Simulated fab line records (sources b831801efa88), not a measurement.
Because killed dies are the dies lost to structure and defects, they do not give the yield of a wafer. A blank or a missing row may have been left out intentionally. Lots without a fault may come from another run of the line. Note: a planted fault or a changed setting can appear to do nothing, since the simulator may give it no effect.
fab line records ; flow sky130
record lots=12; wafers=36; last_day=50
route steps=708 shown POLY_CUT@318 VIA2@530 VIA3@585 METAL4@632 PAD_OPEN@708
lots with no fault: from the same line, run without faults
start_h: the number of hours between the record's first day and the start of the first shown wafer of the lot ; wait_h: hours elapsed since this lot's preceding step ; " as in the row above ; L1.1+2: several wafers, shown together as one row ; - no value present, or no start provided ; * or withheld: withheld ; < > ~ a bound
route shown NAME@n: NAME is a module with steps in the file, n the number in the route of the first one ; usual: mean/standard deviation taken from wafers without a fault ; same: alike in all rows ; chamber/n: place in a boat ; sites: per-site readings ; _std_site: standard deviation across them ; _edge_site: inner sites' mean taken away from outer sites' mean ; radius_mm: for every site, how far away it sits from the centre of the wafer ; mask NAME#n: copy n ; behind: the tool/chamber that last shaped the wafer ; hold: why the lot was held/for how many hours/how that ended ; device: names the non-switching transistor (n, p or np) ; end of line: the same wafers' tests at the end of the route ; a step given without rows: its recipe and nothing more ; killed: at the first sort, the dies lost to defects and structure; wafer yield is something else ; map: a wafer's dies, marking killed ones x, the rest . and places with no die _
set.NAME: the setting that was run; set.NAME@STEP: the one run at that earlier step ; model.NAME: the simulator's own value behind a step, which no gauge read
route steps across a sampled set of lots; one table per step, one row per wafer
services: when a tool's chamber went out of use (start_h, in hours from the record's first day, below 0 if earlier), for how many hours, and the reason
## steps
# step SKY_POLY_CUT_ETCH_11
# recipe target=Si3N4; chemistry=CF4/CH2F2/Ar; stop_on=poly-Si; source_w=600; bias_w=150; pressure_mtorr=40; cf4_flow_sccm=40; ch2f2_flow_sccm=20; Ar_flow_sccm=150; time_s=42.5; target_depth_a=600
# usual bias_w=150.0/0.43; drypump_motor_current_A=5.5/0.54; oes_product_au=0.829/0.006; throttle_valve_pct=14.995/0.0086
lot.wafer;tool;chamber;start_h;wait_h;bias_w;drypump_motor_current_A;oes_product_au;rf_hours_counter_h;throttle_valve_pct
L620.2;rie_diel-01;3;561.87;0.0;149.4;5.9;0.835;22;14.999
L620.3;rie_diel-01;1;561.87;0.0;150.8;5.5;0.826;1;14.995
L620.4;rie_diel-01;3;561.87;0.0;149.5;5.9;0.822;-;14.988
L621.1;rie_diel-01;3;573.66;0.0;149.3;5.9;0.829;22;15.003
L621.4;rie_diel-01;3;573.66;0.0;149.8;5.9;0.816;-;15.010
L621.5;rie_diel-01;1;573.66;0.0;150.7;5.5;0.831;-;14.989
L623.1;rie_diel-01;3;590.37;0.0;149.5;5.9;0.833;22;14.983
L623.4;rie_diel-01;1;590.37;0.0;149.9;5.5;0.833;2;14.990
L623.5;rie_diel-01;0;590.37;0.0;149.9;5.8;0.829;-;15.000
L624.1;rie_diel-02;3;591.71;0.0;150.5;4.7;0.828;9;14.992
L624.4;rie_diel-02;1;591.71;0.0;150.4;5.3;0.832;13;14.997
L624.6;rie_diel-02;1;591.71;0.0;150.3;5.3;0.823;-;14.993
L625.2;rie_diel-02;1;600.12;0.0;149.9;5.3;0.824;13;14.976
L625.4;rie_diel-02;0;600.12;0.0;150.5;4.7;0.832;7;14.992
L625.6;rie_diel-02;2;600.12;0.0;150.9;5.9;0.830;-;15.004
L626.3;rie_diel-01;2;609.72;0.0;149.8;5.1;0.837;3;14.999
L626.5;rie_diel-01;0;609.72;0.0;149.9;5.8;0.837;-;15.010
L626.6;rie_diel-01;3;609.72;0.0;150.2;5.9;0.837;-;14.984
L627.1;rie_diel-02;1;615.81;0.0;149.9;5.3;0.838;13;14.990
L627.3;rie_diel-02;0;615.81;0.0;150.0;4.7;0.823;7;14.991
L627.5;rie_diel-02;2;615.81;0.0;150.3;5.9;0.831;-;14.995
L631.1;rie_diel-02;1;650.17;0.0;149.1;5.3;0.830;14;15.009
L631.4;rie_diel-02;3;650.17;0.0;149.3;4.7;0.832;11;15.002
L631.6;rie_diel-02;1;650.17;0.0;150.0;5.3;0.834;-;14.999
L635.2;rie_diel-01;1;695.07;0.0;150.7;5.5;0.835;4;15.003
L635.4;rie_diel-01;3;695.07;0.0;149.6;5.9;0.819;24;15.008
L635.6;rie_diel-01;2;695.07;0.0;150.2;5.2;0.827;-;14.989
L638.1;rie_diel-04;2;724.92;0.0;150.2;6.1;0.823;5;14.988
L638.3;rie_diel-04;1;724.92;0.0;149.7;6.2;0.824;44;14.999
L638.6;rie_diel-04;3;724.92;0.0;149.7;6.6;0.826;-;15.005
L642.1;rie_diel-01;1;731.67;0.0;150.1;5.5;0.845;4;14.990
L642.2;rie_diel-01;0;731.67;0.0;150.5;5.8;0.831;3;14.994
L642.3;rie_diel-01;3;731.67;0.0;149.9;5.9;0.827;25;14.989
L643.3;rie_diel-02;2;737.88;0.0;149.8;5.9;0.841;13;15.012
L643.5;rie_diel-02;0;737.88;0.0;149.9;4.7;0.831;-;15.002
L643.6;rie_diel-02;1;737.88;0.0;151.0;5.3;0.825;-;14.996
# step SKY_VIA2_THK_MEAS_23
# recipe thk_meas_gauge=xrf; reads=W_of_VIA2_CVD_21
# usual VIA2_W_THK=406/9.3
lot.wafer;tool;chamber;start_h;wait_h;VIA2_W_THK[nm]
L620.2;film_metro-02;-;850.84;0.1;408
L620.3;film_metro-02;-;850.84;0.1;403
L620.4;film_metro-02;-;850.84;0.1;406
L621.1;film_metro-04;-;860.51;0.1;427
L621.4;film_metro-04;-;860.51;0.1;420
L621.5;film_metro-04;-;860.51;0.1;424
L623.1;film_metro-04;-;873.53;0.1;397
L623.4;film_metro-04;-;873.53;0.1;400
L623.5;film_metro-04;-;873.53;0.1;405
L624.1;film_metro-04;-;874.08;0.1;399
L624.4;film_metro-04;-;874.08;0.1;400
L624.6;film_metro-04;-;874.08;0.1;401
L625.2;film_metro-04;-;882.71;0.1;393
L625.4;film_metro-04;-;882.71;0.1;394
L625.6;film_metro-04;-;882.71;0.1;399
L626.3;film_metro-01;-;892.61;0.1;419
L626.5;film_metro-01;-;892.61;0.1;416
L626.6;film_metro-01;-;892.61;0.1;416
L627.1;film_metro-01;-;897.26;0.1;425
L627.3;film_metro-01;-;897.26;0.1;420
L627.5;film_metro-01;-;897.26;0.1;415
L631.1;film_metro-04;-;930.09;0.1;393
L631.6;film_metro-04;-;930.09;0.1;396
L635.2;film_metro-01;-;971.22;0.1;408
L635.4;film_metro-01;-;971.22;0.1;403
L635.6;film_metro-01;-;971.22;0.1;410
L638.1;film_metro-02;-;996.29;0.1;405
L638.3;film_metro-02;-;996.29;0.1;403
L638.6;film_metro-02;-;996.29;0.1;397
L642.1;film_metro-04;-;1000.93;0.1;399
L642.2;film_metro-04;-;1000.93;0.1;401
L642.3;film_metro-04;-;1000.93;0.1;397
L643.3;film_metro-01;-;1005.25;0.1;408
L643.5;film_metro-01;-;1005.25;0.1;402
L643.6;film_metro-01;-;1005.25;0.1;409
# step SKY_VIA3_CD_MEAS_12
# recipe target_cd_nm=200
# usual cd_nm=199.9/1.7
lot.wafer;tool;chamber;start_h;wait_h;cd_nm
L620.2;cd_sem-01;-;931.65;-;201.8
L620.3;cd_sem-01;-;931.65;-;203.7
L620.4;cd_sem-01;-;931.65;-;203.2
L621.1;cd_sem-01;-;940.26;-;201.1
L621.4;cd_sem-01;-;940.26;-;200.0
L621.5;cd_sem-01;-;940.26;-;201.1
L623.1;cd_sem-02;-;951.91;-;201.4
L623.4;cd_sem-02;-;951.91;-;199.5
L623.5;cd_sem-02;-;951.91;-;201.0
L624.1;cd_sem-02;-;952.98;-;201.8
L624.4;cd_sem-02;-;952.98;-;202.5
L624.6;cd_sem-02;-;952.98;-;202.2
L625.2;cd_sem-02;-;961.25;-;201.5
L625.4;cd_sem-02;-;961.25;-;202.6
L625.6;cd_sem-02;-;961.25;-;202.8
L626.3;cd_sem-02;-;973.67;-;197.8
L626.5;cd_sem-02;-;973.67;-;197.3
L626.6;cd_sem-02;-;973.67;-;197.6
L627.1;cd_sem-02;-;974.88;-;202.4
L627.3;cd_sem-02;-;974.88;-;202.8
L627.5;cd_sem-02;-;974.88;-;202.0
L631.1;cd_sem-02;-;1003.38;-;200.8
L631.6;cd_sem-02;-;1003.38;-;199.6
L635.2;cd_sem-01;-;1042.75;-;200.1
L635.4;cd_sem-01;-;1042.75;-;200.0
L635.6;cd_sem-01;-;1042.75;-;199.5
L638.1;cd_sem-01;-;1065.71;-;197.5
L638.3;cd_sem-01;-;1065.71;-;196.2
L638.6;cd_sem-01;-;1065.71;-;197.8
L642.1;cd_sem-01;-;1070.53;-;200.1
L642.2;cd_sem-01;-;1070.53;-;199.4
L642.3;cd_sem-01;-;1070.53;-;199.0
L643.3;cd_sem-02;-;1074.42;-;198.8
L643.5;cd_sem-02;-;1074.42;-;199.4
L643.6;cd_sem-02;-;1074.42;-;199.8
# step SKY_METAL4_ETCH_16
# recipe chemistry=N2/H2; target=BARC; ion_energy_ev=200; bias_w=100; pressure_mtorr=30; n2_flow_sccm=100; h2_flow_sccm=200; icp_w=488.9; stop_on=SiO2; time_s=88.2; target_depth_a=600
# usual bias_w=100.05/0.3; drypump_motor_current_A=5.7/0.41; n2_flow_sccm=100.06/0.29; oes_product_au=0.626/0.0043; throttle_valve_pct=13.204/0.0089
lot.wafer;tool;chamber;start_h;wait_h;bias_w;drypump_motor_current_A;n2_flow_sccm;oes_product_au;rf_hours_counter_h;throttle_valve_pct
L620.2;rie_metal-02;0;982.98;0.1;99.96;5.2;100.06;0.629;-;13.218
L620.3;rie_metal-02;0;982.98;0.1;99.82;5.2;99.82;0.625;-;13.210
L620.4;rie_metal-02;0;982.98;0.1;100.12;5.2;100.31;0.625;-;13.198
L621.1;rie_metal-01;0;990.72;0.0;99.68;5.1;99.91;0.627;15;13.205
L621.4;rie_metal-01;0;990.72;0.0;99.93;5.1;99.98;0.618;-;13.194
L621.5;rie_metal-01;1;990.72;0.0;99.65;5.7;99.85;0.627;-;13.193
L623.1;rie_metal-01;1;1001.52;0.0;99.89;5.6;100.12;0.627;3;13.189
L623.4;rie_metal-01;0;1001.52;0.0;100.16;5.1;99.68;0.625;-;13.204
L623.5;rie_metal-01;0;1001.52;0.0;99.89;5.1;100.06;0.622;-;13.221
L624.1;rie_metal-02;1;1003.41;0.0;100.35;6.3;100.43;0.624;0;13.202
L624.4;rie_metal-02;1;1003.41;0.0;100.38;6.2;100.54;0.624;-;13.217
L624.6;rie_metal-02;0;1003.41;0.0;100.22;5.2;99.71;0.634;-;13.201
L625.2;rie_metal-04;1;1010.77;0.0;100.20;6.1;100.52;0.624;17;13.203
L625.4;rie_metal-04;0;1010.77;0.0;99.99;5.6;99.51;0.623;-;13.199
L625.6;rie_metal-04;1;1010.77;0.0;99.93;6.0;100.46;0.626;-;13.214
L626.3;rie_metal-04;1;1023.35;0.0;99.60;6.1;99.57;0.628;-;13.198
L626.5;rie_metal-04;0;1023.35;0.0;100.02;5.6;100.66;0.629;-;13.202
L626.6;rie_metal-04;1;1023.35;0.0;99.68;6.1;100.21;0.630;-;13.199
L627.1;rie_metal-04;0;1024.87;0.0;99.99;5.6;99.91;0.633;3;13.211
L627.3;rie_metal-04;1;1024.87;0.0;99.63;6.1;100.13;0.627;-;13.195
L627.5;rie_metal-04;0;1024.87;0.0;99.99;5.6;99.81;0.628;-;13.195
L631.1;rie_metal-02;1;1050.67;0.0;100.42;6.3;100.12;0.626;3;13.209
L631.6;rie_metal-02;0;1050.67;0.0;100.27;5.3;99.96;0.625;-;13.193
L635.2;rie_metal-02;0;1088.77;0.0;99.94;5.3;100.31;0.628;14;13.207
L635.4;rie_metal-02;1;1088.77;0.0;100.71;6.3;100.18;0.633;-;13.221
L635.6;rie_metal-02;1;1088.77;0.0;100.24;6.2;100.04;0.619;-;13.199
L638.1;rie_metal-02;0;1108.67;0.0;99.84;5.2;99.90;0.628;16;13.204
L638.3;rie_metal-02;0;1108.67;0.0;100.16;5.2;99.84;0.633;-;13.203
L638.6;rie_metal-02;0;1108.67;0.0;100.04;5.3;99.88;0.630;-;13.194
L642.1;rie_metal-01;0;1113.92;0.0;99.83;5.1;100.42;0.620;24;13.187
L642.2;rie_metal-01;1;1113.92;0.0;99.43;5.7;100.12;0.625;12;13.215
L642.3;rie_metal-01;0;1113.92;0.0;100.18;5.1;100.21;0.634;-;13.212
L643.3;rie_metal-04;1;1117.65;0.0;100.14;6.0;100.33;0.626;-;13.198
L643.5;rie_metal-04;0;1117.65;0.0;99.98;5.6;100.22;0.620;-;13.208
L643.6;rie_metal-04;1;1117.65;0.0;100.56;6.0;99.90;0.628;-;13.195
# step SKY_PAD_OPEN_PROBE_99
# usual killed_at_M0_to_M3=43/6.8; killed_at_M4_up=3.3/1.8; killed_at_contacts=25/5.9; killed_at_front_end=16/4.2; killed_at_other=0.3/0.69; killed_dies=87/8.6; killed_on_rim=17/3.6; killed_open=48/6.3; killed_short=39/5.3
# same gross_dies=492; killed_at_back_side=0
lot.wafer;tool;chamber;start_h;wait_h;killed_at_M0_to_M3;killed_at_M4_up;killed_at_contacts;killed_at_front_end;killed_at_other;killed_dies;killed_on_rim;killed_open;killed_short
L624.1;prober-02;-;1096.59;0.1;48;4;28;22;1;103;20;60;43
L624.4;prober-02;-;1096.74;0.2;38;3;29;12;0;82;16;55;27
L624.6;prober-02;-;1096.84;0.2;43;1;33;24;0;101;15;62;39
L626.3;prober-01;-;1114.95;0.2;48;4;24;15;0;91;16;41;49
L626.5;prober-01;-;1115.05;0.2;32;1;20;9;0;62;13;33;29
L626.6;prober-01;-;1115.10;0.2;43;2;28;26;2;101;15;59;41
L627.1;prober-02;-;1116.70;0.1;42;3;26;16;2;89;27;40;47
L627.3;prober-02;-;1116.80;0.2;51;3;25;15;0;94;24;54;40
L627.5;prober-02;-;1116.90;0.2;43;1;23;17;0;84;13;41;43
L631.1;prober-02;-;1138.76;0.1;43;3;35;13;0;94;16;57;37
L631.4;prober-02;-;1138.91;0.2;41;5;22;295;0;363;64;45;42
L631.6;prober-02;-;1139.01;0.2;56;2;21;21;2;102;19;58;43
L635.2;prober-01;-;1170.59;0.1;40;3;36;8;2;89;19;54;34
L635.4;prober-01;-;1170.69;0.2;35;3;33;11;0;82;20;46;36
L635.6;prober-01;-;1170.79;0.2;41;3;30;17;0;91;16;46;45
L638.1;prober-01;-;1185.15;0.1;35;4;23;17;0;79;15;45;34
L638.3;prober-01;-;1185.25;0.2;29;3;16;18;0;66;11;33;33
L638.6;prober-01;-;1185.40;0.2;42;1;25;20;0;88;13;48;40
# killed by level:class
L624.1 VIA1:geometric_particle:open=15 VIA2:geometric_particle:open=9 LI_CONTACT:geometric_particle:open=8 CONTACT:geometric_particle:open=8 FIELD_ISO:geometric_particle:short=6 FIELD_ISO:geometric_particle:open=5 POLY_GATE:geometric_particle:short=5 LI_CONTACT:geometric_particle:short=5
L624.4 VIA1:geometric_particle:open=13 CONTACT:geometric_particle:open=11 LI_CONTACT:geometric_particle:open=10 VIA2:geometric_particle:open=6 LI_CONTACT:geometric_particle:short=5 FIELD_ISO:geometric_particle:short=4 VIA2:geometric_particle:short=4 POLY_GATE:geometric_particle:open=3
L624.6 VIA1:geometric_particle:open=14 CONTACT:geometric_particle:open=11 VIA3:geometric_particle:open=9 LI_CONTACT:geometric_particle:open=8 VIA2:geometric_particle:open=7 FIELD_ISO:geometric_particle:short=6 POLY_GATE:geometric_particle:short=5 LOCAL_INTERCONNECT:geometric_particle:short=5
L626.3 CONTACT:geometric_particle:open=9 VIA2:geometric_particle:open=9 METAL2:geometric_particle:short=8 VIA3:geometric_particle:open=8 CONTACT:geometric_particle:short=7 METAL1:geometric_particle:short=7 VIA1:geometric_particle:short=6 LI_CONTACT:geometric_particle:open=6
L626.5 VIA1:geometric_particle:open=8 LI_CONTACT:geometric_particle:open=6 VIA1:geometric_particle:short=5 LOCAL_INTERCONNECT:geometric_particle:short=4 CONTACT:geometric_particle:open=4 METAL1:geometric_particle:short=4 POLY_GATE:geometric_particle:short=3 LI_CONTACT:geometric_particle:short=3
L626.6 FIELD_ISO:geometric_particle:open=10 LI_CONTACT:geometric_particle:open=10 VIA1:geometric_particle:open=9 CONTACT:geometric_particle:open=8 METAL1:geometric_particle:short=7 CONTACT:geometric_particle:short=6 METAL2:geometric_particle:short=6 VIA3:geometric_particle:open=6
L627.1 CONTACT:geometric_particle:open=9 VIA1:geometric_particle:open=9 POLY_GATE:geometric_particle:open=6 LOCAL_INTERCONNECT:geometric_particle:short=6 VIA3:geometric_particle:short=6 POLY_GATE:geometric_particle:short=5 LI_CONTACT:geometric_particle:open=5 METAL1:geometric_particle:short=5
L627.3 VIA2:geometric_particle:open=13 CONTACT:geometric_particle:open=10 VIA1:geometric_particle:open=10 VIA1:geometric_particle:short=7 CONTACT:geometric_particle:short=6 VIA3:geometric_particle:open=6 FIELD_ISO:geometric_particle:open=5 METAL2:geometric_particle:short=5
L627.5 CONTACT:geometric_particle:short=7 VIA1:geometric_particle:short=7 VIA1:geometric_particle:open=7 METAL1:geometric_particle:short=6 FIELD_ISO:geometric_particle:short=5 LI_CONTACT:geometric_particle:open=5 CONTACT:geometric_particle:open=5 POLY_GATE:geometric_particle:open=4
L631.1 CONTACT:geometric_particle:open=13 VIA1:geometric_particle:open=12 VIA3:geometric_particle:open=9 CONTACT:geometric_particle:short=8 LI_CONTACT:geometric_particle:open=7 LI_CONTACT:geometric_particle:short=5 POLY_GATE:geometric_particle:short=4 POLY_GATE:geometric_particle:open=4
L631.4 POLY_CUT:area_etch=274 FIELD_ISO:geometric_particle:open=10 VIA1:geometric_particle:open=8 VIA1:geometric_particle:short=8 VIA2:geometric_particle:open=6 LI_CONTACT:geometric_particle:open=6 LOCAL_INTERCONNECT:geometric_particle:short=6 CONTACT:geometric_particle:open=6
L631.6 VIA1:geometric_particle:open=15 VIA2:geometric_particle:open=11 LI_CONTACT:geometric_particle:open=8 POLY_GATE:geometric_particle:open=7 VIA2:geometric_particle:short=7 FIELD_ISO:geometric_particle:open=6 CONTACT:geometric_particle:open=5 VIA1:geometric_particle:short=5
L635.2 LI_CONTACT:geometric_particle:open=11 CONTACT:geometric_particle:open=11 VIA1:geometric_particle:open=10 VIA2:geometric_particle:open=8 VIA3:geometric_particle:open=6 METAL1:geometric_particle:short=5 CONTACT:geometric_particle:short=5 LI_CONTACT:geometric_particle:short=4
L635.4 VIA1:geometric_particle:open=11 CONTACT:geometric_particle:open=11 LI_CONTACT:geometric_particle:open=9 CONTACT:geometric_particle:short=7 METAL1:geometric_particle:short=5 FIELD_ISO:geometric_particle:short=4 VIA3:geometric_particle:open=4 LI_CONTACT:geometric_particle:short=3
L635.6 CONTACT:geometric_particle:open=14 VIA1:geometric_particle:open=11 CONTACT:geometric_particle:short=5 METAL1:geometric_particle:short=5 VIA1:geometric_particle:short=5 METAL2:geometric_particle:short=5 VIA2:geometric_particle:short=5 FIELD_ISO:geometric_particle:short=4
L638.1 VIA1:geometric_particle:open=13 CONTACT:geometric_particle:open=8 POLY_GATE:geometric_particle:short=6 LI_CONTACT:geometric_particle:open=6 VIA3:geometric_particle:open=5 FIELD_ISO:geometric_particle:short=4 LOCAL_INTERCONNECT:geometric_particle:short=4 CONTACT:geometric_particle:short=4
L638.3 FIELD_ISO:geometric_particle:short=12 VIA1:geometric_particle:open=7 METAL1:geometric_particle:short=6 VIA2:geometric_particle:open=5 LI_CONTACT:geometric_particle:open=5 CONTACT:geometric_particle:open=5 FIELD_ISO:geometric_particle:open=4 METAL2:geometric_particle:short=4
L638.6 VIA1:geometric_particle:open=15 VIA2:geometric_particle:open=8 CONTACT:geometric_particle:short=8 METAL1:geometric_particle:short=8 LOCAL_INTERCONNECT:geometric_particle:short=7 FIELD_ISO:geometric_particle:open=6 POLY_GATE:geometric_particle:short=5 VIA1:geometric_particle:short=5
## services
tool;chamber;start_h;hours;kind
rie_diel-01;0;555.00;6.1;repair
rie_diel-02;3;760.71;2.2;repair
rie_diel-01;2;765.82;10.5;repair
rie_diel-02;-;777.61;16.7;repair
rie_diel-01;0;815.07;10.2;repair
rie_diel-02;2;854.72;8.8;repair
rie_diel-02;-;871.26;2.8;pm
rie_diel-01;-;888.69;14.6;pm
rie_diel-02;1;892.19;8.5;repair
rie_diel-01;3;910.61;9.8;repair
rie_diel-01;1;918.44;27.8;repair
rie_diel-01;2;949.64;21.7;repair
rie_diel-01;1;957.21;3.2;repair
rie_metal-02;-;988.15;0.1;repair
rie_diel-01;3;1016.94;6.3;repair
rie_metal-02;-;1020.31;0.2;repair
rie_diel-02;0;1040.71;1.9;repair
rie_metal-02;1;1065.30;4.9;repair
rie_diel-02;3;1080.24;2.9;repair
rie_diel-02;2;1094.70;5.1;repair
rie_diel-02;1;1097.07;5.6;repair
rie_diel-02;2;1110.10;3.2;repair
rie_diel-02;0;1110.33;6.1;repair
rie_diel-01;1;1110.40;4.3;repair
## key
first_sign step=SKY_PAD_OPEN_PROBE_99; reading=killed_at_front_end; direction=up; sigmas=67; usual=16; struck=295
effect step=SKY_PAD_OPEN_PROBE_99; reading=killed_dies; direction=up; sigmas=32; usual=87; struck=363
more_kills_born_at SKY_POLY_CUT_ETCH_11@rie_diel-02=274
met_at SKY_POLY_CUT_ETCH_11
struck_lots L631
struck_wafers L631.4
later_rows_left_out L631.4
tester_left_out L631
not_acting_at SKY_VIA2_THK_MEAS_23,SKY_VIA3_CD_MEAS_12,SKY_METAL4_ETCH_16
onset_between 615.81 650.17
fault kind=process_parameter_drift; tool=rie_diel-02; chamber=-; onset_h=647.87; steps=SKY_POLY_CUT_ETCH_11; channel=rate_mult; offset=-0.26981; shape=step; end_h=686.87; scope=struck_wafers_only
# tester_left_out: of these lots the tester's yield and bins aren't shown, on N5 and GAA mostly nor the transistor test; their killed dies are dies lost to structure and defects alone, not to doping, threshold or leakage, so they don't give the yield
# later_rows_left_out: the simulator's readings of these wafers behind a module that went badly wrong aren't trusted and aren't shown, but for the sort
